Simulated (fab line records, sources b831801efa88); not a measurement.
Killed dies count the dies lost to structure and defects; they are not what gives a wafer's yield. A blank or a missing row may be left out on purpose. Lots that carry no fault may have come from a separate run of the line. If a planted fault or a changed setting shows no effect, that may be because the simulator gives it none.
Which tool did it? | flow gf180mcu | 33 wafers from 11 lots sampled at 6 of the route's 602 steps

== WHAT EACH GAUGE READ, for each wafer ==
GF_M3_RS_MEAS_05: the measuring method here is four-point-probe.
lot  | measured     | on           | M3_ALCU_RS (ohm/sq)
L857 | day 22 04:57 | filmMetro-04 | 0.0705 0.0685 0.0693
L859 | day 22 17:28 | filmMetro-01 | 0.0682 0.0691 0.0682
L861 | day 23 15:38 | filmMetro-04 | 0.0705 0.0700 0.0706
L863 | day 24 04:50 | filmMetro-04 | 0.0707 0.0703 0.0703
L865 | day 24 16:26 | filmMetro-01 | 0.0705 0.0705 0.0693
L866 | day 25 00:16 | filmMetro-02 | 0.0424 0.0424 0.0424
L867 | day 25 08:57 | filmMetro-01 | 0.0426 0.0427 0.0429
L869 | day 25 21:35 | filmMetro-01 | 0.0427 0.0425 0.0424
L872 | day 26 20:41 | filmMetro-04 | 0.0696 0.0686 0.0682
L874 | day 27 14:59 | filmMetro-04 | 0.0699 0.0713 0.0704
L875 | day 27 18:06 | filmMetro-02 | 0.0699 0.0680 0.0696

GF_M3_THK_MEAS_06: measures by xrf.
lot  | measured     | on           | M3_ALCU_THK (nm)
L857 | day 22 05:04 | filmMetro-04 | 443 457 447
L859 | day 22 17:35 | filmMetro-01 | 453 447 454
L861 | day 23 15:45 | filmMetro-04 | 442 445 443
L863 | day 24 04:57 | filmMetro-04 | 438 441 440
L865 | day 24 16:34 | filmMetro-01 | 440 443 446
L866 | day 25 00:23 | filmMetro-02 | 731 726 729
L867 | day 25 09:04 | filmMetro-01 | 726 728 718
L869 | day 25 21:43 | filmMetro-01 | 726 732 733
L872 | day 26 20:47 | filmMetro-04 | 446 454 454
L874 | day 27 15:06 | filmMetro-04 | 445 431 441
L875 | day 27 18:13 | filmMetro-02 | 448 457 447

== WHAT TOOL EACH LOT RAN ON (gives the tool, then ch and the chambers of the sampled wafers, and finally the start) ==
lot  | GF_M2_METAL_ETCH_16              | GF_V2_STRIP_18                      | GF_V2_SPUTTER_22            | GF_M3_SPUTTER_02
L857 | rieMetal-04 ch 0,1, day 21 01:55 | plasmaAsher-04 ch 0,1, day 22 03:28 | pvdSputter-04, day 22 04:06 | pvdSputter-04, day 22 04:52
L859 | rieMetal-02 ch 0,1, day 21 14:29 | plasmaAsher-04 ch 0,1, day 22 15:40 | pvdSputter-04, day 22 16:37 | pvdSputter-02, day 22 17:23
L861 | rieMetal-04 ch 0,1, day 22 13:43 | plasmaAsher-04 ch 0,1, day 23 14:10 | pvdSputter-02, day 23 14:46 | pvdSputter-01, day 23 15:32
L863 | rieMetal-04 ch 0,1, day 23 02:49 | plasmaAsher-03 ch 0,1, day 24 02:31 | pvdSputter-03, day 24 03:08 | pvdSputter-01, day 24 04:44
L865 | rieMetal-02 ch 1, day 23 15:05   | plasmaAsher-03 ch 1, day 24 14:54   | pvdSputter-04, day 24 15:31 | pvdSputter-04, day 24 16:19
L866 | rieMetal-03 ch 0,1, day 23 23:25 | plasmaAsher-04 ch 0,1, day 24 22:46 | pvdSputter-04, day 24 23:24 | pvdSputter-01, day 25 00:11
L867 | rieMetal-02 ch 0,1, day 24 07:38 | plasmaAsher-02 ch 0,1, day 25 07:22 | pvdSputter-03, day 25 07:58 | pvdSputter-01, day 25 08:52
L869 | rieMetal-03 ch 1, day 24 21:46   | plasmaAsher-04 ch 0,1, day 25 20:09 | pvdSputter-03, day 25 20:44 | pvdSputter-01, day 25 21:30
L872 | rieMetal-04 ch 0,1, day 25 20:25 | plasmaAsher-02 ch 0,1, day 26 18:57 | pvdSputter-02, day 26 19:32 | pvdSputter-04, day 26 20:29
L874 | rieMetal-04 ch 0,1, day 26 14:52 | plasmaAsher-03 ch 0,1, day 27 13:01 | pvdSputter-04, day 27 14:08 | pvdSputter-02, day 27 14:53
L875 | rieMetal-02 ch 0,1, day 26 18:14 | plasmaAsher-02 ch 1, day 27 16:32   | pvdSputter-04, day 27 17:15 | pvdSputter-04, day 27 18:01
- GF_M2_METAL_ETCH_16: etches the open film in Cl2/BCl3, stops on SiO2, target depth 750.8 nm, time 125.1 s.
- GF_V2_STRIP_18: strips in O2/N2.
- GF_V2_SPUTTER_22: material TiN, target thk 10 nm, time 40 s.
- GF_M3_SPUTTER_02: material AlCu, target thk 450 nm, time 23.9 s.

== WHAT THE TOOLS THEMSELVES READ (means of the sampled wafers that have a number; where no wafer has one, the mark that the record gives instead) ==
GF_M2_METAL_ETCH_16.
lot  | tool        | bcl3FlowSccm (sccm) | drypumpMotorCurrentA (A) | heBacksideLeakSccm (sccm) | oesProductAu (a.u.) | throttleValvePct (%)
L857 | rieMetal-04 | 39.90               | 5.52                     | 3.2                       | 0.990               | 28.234
L859 | rieMetal-02 | 40.10               | 5.17                     | 3.5                       | 0.992               | 28.230
L861 | rieMetal-04 | 39.98               | 5.37                     | 3.2                       | 0.987               | 28.238
L863 | rieMetal-04 | 40.08               | 5.38                     | 3.2                       | 0.987               | 28.242
L865 | rieMetal-02 | 39.95               | 5.37                     | 3.4                       | 0.992               | 28.239
L866 | rieMetal-03 | 40.01               | 5.49                     | 3.5                       | 0.989               | 28.232
L867 | rieMetal-02 | 40.06               | 5.17                     | 3.4                       | 0.988               | 28.223
L869 | rieMetal-03 | 40.12               | 5.21                     | 3.6                       | 0.990               | 28.223
L872 | rieMetal-04 | 39.98               | 5.36                     | 3.3                       | 0.985               | 28.245
L874 | rieMetal-04 | 40.10               | 5.37                     | 3.3                       | 0.986               | 28.230
L875 | rieMetal-02 | 39.94               | 5.26                     | 3.4                       | 0.990               | 28.241

GF_V2_STRIP_18.
lot  | tool           | drypumpMotorCurrentA (A) | heaterPowerW (W) | oesProductAu (a.u.)
L857 | plasmaAsher-04 | 5.2                      | 351              | 0.598
L859 | plasmaAsher-04 | 5.2                      | 352              | 0.595
L861 | plasmaAsher-04 | 5.2                      | 355              | 0.591
L863 | plasmaAsher-03 | 5.9                      | 330              | 0.596
L865 | plasmaAsher-03 | 5.5                      | 347              | 0.594
L866 | plasmaAsher-04 | 5.2                      | 351              | 0.588
L867 | plasmaAsher-02 | 6.1                      | 319              | 0.595
L869 | plasmaAsher-04 | 5.3                      | 389              | 0.595
L872 | plasmaAsher-02 | 6.1                      | 323              | 0.594
L874 | plasmaAsher-03 | 5.9                      | 336              | 0.596
L875 | plasmaAsher-02 | 6.2                      | 326              | 0.596

GF_V2_SPUTTER_22.
lot  | tool          | chamberPressurePa (Pa) | throttleValvePct (%)
L857 | pvdSputter-04 | 4.892                  | 30.5
L859 | pvdSputter-04 | 4.901                  | 30.2
L861 | pvdSputter-02 | 4.902                  | 30.7
L863 | pvdSputter-03 | 4.901                  | 30.0
L865 | pvdSputter-04 | 4.893                  | 31.2
L866 | pvdSputter-04 | 4.898                  | 30.9
L867 | pvdSputter-03 | 4.884                  | 30.0
L869 | pvdSputter-03 | 4.891                  | 29.9
L872 | pvdSputter-02 | 4.896                  | 28.9
L874 | pvdSputter-04 | 4.898                  | 30.4
L875 | pvdSputter-04 | 4.893                  | 30.6

GF_M3_SPUTTER_02.
lot  | tool          | chamberPressurePa (Pa) | throttleValvePct (%)
L857 | pvdSputter-04 | 0.3994                 | 30.0
L859 | pvdSputter-02 | 0.4000                 | 30.9
L861 | pvdSputter-01 | 0.4001                 | 31.0
L863 | pvdSputter-01 | 0.3991                 | 30.7
L865 | pvdSputter-04 | 0.4011                 | 31.2
L866 | pvdSputter-01 | 0.3995                 | 30.9
L867 | pvdSputter-01 | 0.3996                 | 30.4
L869 | pvdSputter-01 | 0.4000                 | 30.0
L872 | pvdSputter-04 | 0.4001                 | 30.9
L874 | pvdSputter-02 | 0.4009                 | 30.6
L875 | pvdSputter-04 | 0.4004                 | 31.1

== THE ANSWER, worked out from the rows above alone ==
Rule: the usual values come from the lots themselves. The widest of any qualifying gaps counts: lots, ordered by their means at a reading, are off when they make up no more than a third of the lots, leave a main group of 4 or more, and stand apart from it by 3 or more times the standard deviation of that group's means. The tables above print the reading to a certain number of digits; a main group whose means all agree to those digits is not used. Also off: a lot with no number at a reading for which 4 or more lots have one. Where the step has rows for the other lots, those lots are counted as sound. After the gauges, taken in route order, come the tools' own readings; for these a lot's mean is taken, as printed above. At the first step where some lot is off, the reading lying furthest off is the one used; lots without a number count as furthest.
Off: L866, L867, L869, seen at GF_M3_RS_MEAS_05 (M3_ALCU_RS). The main group: mean 0.0697 ohm/sq, standard deviation 0.00074.
If a tool, at a process step before that reading, ran all the lots that are off and no sound lot after the first of them, it fits. Gauges at GF_M3_RS_MEAS_05: tried the same way as those tools. One candidate fits, namely pvdSputter-01 at GF_M3_SPUTTER_02. Its last sound lot is L863 (day 24 04:44), its first lot that is off L866 (day 25 00:11): a fault that began between those two fits.

== WHAT THE SIMULATOR HAD PUT IN ==
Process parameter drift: pvdSputter-01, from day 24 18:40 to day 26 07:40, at GF_M3_SPUTTER_02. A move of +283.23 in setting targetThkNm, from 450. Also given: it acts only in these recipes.
Lots struck among those shown: L866, L867, L869. The rule above found the same.
